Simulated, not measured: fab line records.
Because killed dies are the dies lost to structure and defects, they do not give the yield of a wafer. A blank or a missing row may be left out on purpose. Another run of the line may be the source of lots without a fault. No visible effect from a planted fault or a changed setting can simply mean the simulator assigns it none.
Which tool did it? | flow gf180mcu | 13 lots with 39 wafers sampled at 5 steps, on a route of 602 steps

## WHAT THE GAUGES SHOWED, per wafer
GF_STI_THK_MEAS_02.
lot  | measured    | on           | STI_OXIDATION_THK (nm)
L652 | day 1 14:16 | filmMetro-03 | 9.99 9.94 10.24
L653 | day 1 16:47 | filmMetro-03 | 10.00 10.07 10.13
L655 | day 2 04:23 | filmMetro-01 | 10.13 10.06 10.15
L656 | day 2 07:31 | filmMetro-04 | 9.94 9.98 9.90
L657 | day 2 15:46 | filmMetro-01 | 9.89 9.98 9.96
L658 | day 2 19:50 | filmMetro-01 | 10.05 10.13 10.07
L660 | day 3 05:29 | filmMetro-01 | 10.10 10.04 10.15
L659 | day 3 05:30 | filmMetro-03 | 9.95 9.82 9.83
L661 | day 3 09:56 | filmMetro-04 | 9.93 9.93 9.95
L662 | day 3 13:52 | filmMetro-04 | 10.17 10.24 10.39
L665 | day 4 05:11 | filmMetro-01 | 10.13 9.96 9.97
L666 | day 4 10:28 | filmMetro-04 | 9.89 9.78 9.93
L673 | day 5 20:34 | filmMetro-04 | 10.11 10.18 10.21

GF_SAB_CD_MEAS_09 targets a cd of 420 nm.
lot  | measured     | on       | cdNm (nm)
L652 | day 14 11:05 | cdSem-01 | 419.6 419.9 418.9
L653 | day 14 17:41 | cdSem-01 | 423.1 422.0 421.6
L655 | day 15 19:05 | cdSem-01 | 425.1 423.8 425.5
L656 | day 16 07:22 | cdSem-01 | 419.0 419.6 422.3
L657 | day 16 13:25 | cdSem-01 | 421.0 418.3 419.2
L658 | day 16 19:58 | cdSem-01 | 421.6 421.4 420.3
L660 | day 17 17:10 | cdSem-02 | 417.0 414.6 416.8
L659 | day 17 13:20 | cdSem-01 | 416.1 417.1 419.0
L661 | day 17 17:53 | cdSem-02 | 419.3 418.6 418.2
L662 | day 17 23:07 | cdSem-02 | 423.4 422.7 422.0
L665 | day 19 14:10 | cdSem-02 | 418.8 418.8 420.5
L666 | day 19 15:43 | cdSem-02 | 416.7 417.5 417.1
L673 | day 22 00:05 | cdSem-01 | 421.4 419.7 420.8

GF_V1_BOW_MEAS_05.
lot  | measured     | on           | V1_BOW (um)
L652 | day 16 11:46 | filmMetro-04 | 93 101 91
L653 | day 16 18:45 | filmMetro-04 | 69 81 82
L655 | day 17 21:02 | filmMetro-04 | 81 79 91
L656 | day 18 09:47 | filmMetro-03 | 83 88 91
L657 | day 18 17:35 | filmMetro-01 | 104 92 86
L658 | day 18 23:43 | filmMetro-01 | 92 75 82
L660 | day 19 21:36 | filmMetro-04 | 81 91 94
L659 | day 19 18:22 | filmMetro-01 | 94 79 89
L661 | day 19 22:50 | filmMetro-03 | 96 87 81
L662 | day 20 01:52 | filmMetro-03 | 87 67 82
L665 | day 21 17:08 | filmMetro-04 | 79 64 53
L666 | day 21 18:58 | filmMetro-01 | 81 81 79
L673 | day 24 02:49 | filmMetro-01 | 79 94 72

## WHICH TOOL RAN EACH LOT (tool, then ch and the chambers of the sampled wafers, then the start)
lot  | GF_VT_IMPLANT_COAT_02            | GF_VT_IMPLANT_STRIP_09
L652 | lithoTrack-01 ch 0, day 5 09:59  | plasmaAsher-03 ch 0,1, day 5 17:17
L653 | lithoTrack-03 ch 0, day 5 15:32  | plasmaAsher-02 ch 0,1, day 5 23:06
L655 | lithoTrack-01 ch 0, day 6 02:43  | plasmaAsher-04 ch 0,1, day 6 10:38
L656 | lithoTrack-02 ch 0, day 6 17:14  | plasmaAsher-04 ch 0,1, day 7 00:44
L657 | lithoTrack-03 ch 0, day 6 18:01  | plasmaAsher-03 ch 0,1, day 7 01:38
L658 | lithoTrack-02 ch 0, day 7 00:08  | plasmaAsher-04 ch 0,1, day 7 07:51
L660 | lithoTrack-02 ch 0, day 7 13:01  | plasmaAsher-04 ch 0,1, day 7 20:47
L659 | lithoTrack-02 ch 0, day 7 12:26  | plasmaAsher-03 ch 0,1, day 7 20:15
L661 | lithoTrack-02 ch 0, day 7 17:55  | plasmaAsher-02 ch 0,1, day 8 02:18
L662 | lithoTrack-01 ch 0, day 7 22:34  | plasmaAsher-02 ch 0,1, day 8 07:06
L665 | lithoTrack-01 ch 0, day 8 16:02  | plasmaAsher-02 ch 0,1, day 9 01:03
L666 | lithoTrack-01 ch 0, day 8 20:52  | plasmaAsher-04 ch 0,1, day 9 06:24
L673 | lithoTrack-03 ch 0, day 10 14:35 | plasmaAsher-02 ch 0,1, day 11 00:32
- GF_VT_IMPLANT_COAT_02: resist thk 1000 nm.
- GF_VT_IMPLANT_STRIP_09: strips in O2/N2.

## AS READ BY THE TOOLS THEMSELVES (means over the sampled wafers that have a number; for cases with no such wafer, the mark the record gives instead)
GF_VT_IMPLANT_COAT_02.
lot  | tool          | resistLineTempC (C)
L652 | lithoTrack-01 | 23.14
L653 | lithoTrack-03 | 23.08
L655 | lithoTrack-01 | 23.04
L656 | lithoTrack-02 | 22.89
L657 | lithoTrack-03 | 22.94
L658 | lithoTrack-02 | 23.03
L660 | lithoTrack-02 | 23.03
L659 | lithoTrack-02 | 22.97
L661 | lithoTrack-02 | 23.07
L662 | lithoTrack-01 | 22.84
L665 | lithoTrack-01 | 23.15
L666 | lithoTrack-01 | 23.06
L673 | lithoTrack-03 | 23.11

GF_VT_IMPLANT_STRIP_09.
lot  | tool           | drypumpMotorCurrentA (A) | heaterPowerW (W) | oesProductAu (a.u.) | stripTimeToEndpointS (s)
L652 | plasmaAsher-03 | 5.9                      | 306              | 0.713               | 12.55
L653 | plasmaAsher-02 | 5.7                      | 326              | 0.714               | 12.63
L655 | plasmaAsher-04 | 5.7                      | 332              | 0.715               | 12.60
L656 | plasmaAsher-04 | 5.6                      | 325              | 0.719               | 12.53
L657 | plasmaAsher-03 | 5.7                      | 316              | 0.719               | 12.59
L658 | plasmaAsher-04 | 5.7                      | 326              | 0.713               | 12.59
L660 | plasmaAsher-04 | 5.7                      | 332              | 0.719               | 12.53
L659 | plasmaAsher-03 | 5.9                      | 309              | 0.713               | 12.58
L661 | plasmaAsher-02 | 5.8                      | 329              | 0.717               | 12.58
L662 | plasmaAsher-02 | 5.7                      | 336              | 0.715               | 12.57
L665 | plasmaAsher-02 | 5.7                      | 330              | 0.718               | 11.73
L666 | plasmaAsher-04 | 5.7                      | 330              | 0.716               | 11.80
L673 | plasmaAsher-02 | 6.0                      | 330              | 0.717               | 12.63

## THE ANSWER, worked out from the rows above alone
Rule: what is usual is taken from the lots themselves. Put in order of their means at a reading, lots are off if they are a third of the lots or fewer, leave a main group of 4 or more, and stand apart from it by a gap of 3 or more times the standard deviation of the main group's means; of several such gaps the widest counts. A main group is skipped when, at the precision printed for the reading in the tables above, its means are all equal. Also off: a lot with no number at a reading for which 4 or more lots have one. Where the step has rows for the other lots, those lots are counted as sound. Order of review: gauges by route order, followed by the tools' own readings, for which a lot's mean as printed above is used. At the first step where some lot is off, the reading lying furthest off is the one used; lots without a number count as furthest.
Off: L665, L666 (GF_VT_IMPLANT_STRIP_09, stripTimeToEndpointS). Mean 12.58 s and standard deviation 0.032 in the main group.
If a tool, at that step or one of the process steps before it, ran each lot that is off and ran no sound lot following the first of them, it fits. One fits: GF_VT_IMPLANT_COAT_02 on lithoTrack-01. A fault onset in the window from L662 (day 7 22:34, its last sound lot) to L665 (day 8 16:02, its first lot off) fits.

## WHAT HAD BEEN PUT IN BY THE SIMULATOR
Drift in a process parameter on lithoTrack-01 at GF_VT_IMPLANT_COAT_02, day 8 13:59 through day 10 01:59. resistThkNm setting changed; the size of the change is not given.
Shown lots that were struck: L665, L666. This agrees with what the rule above found.
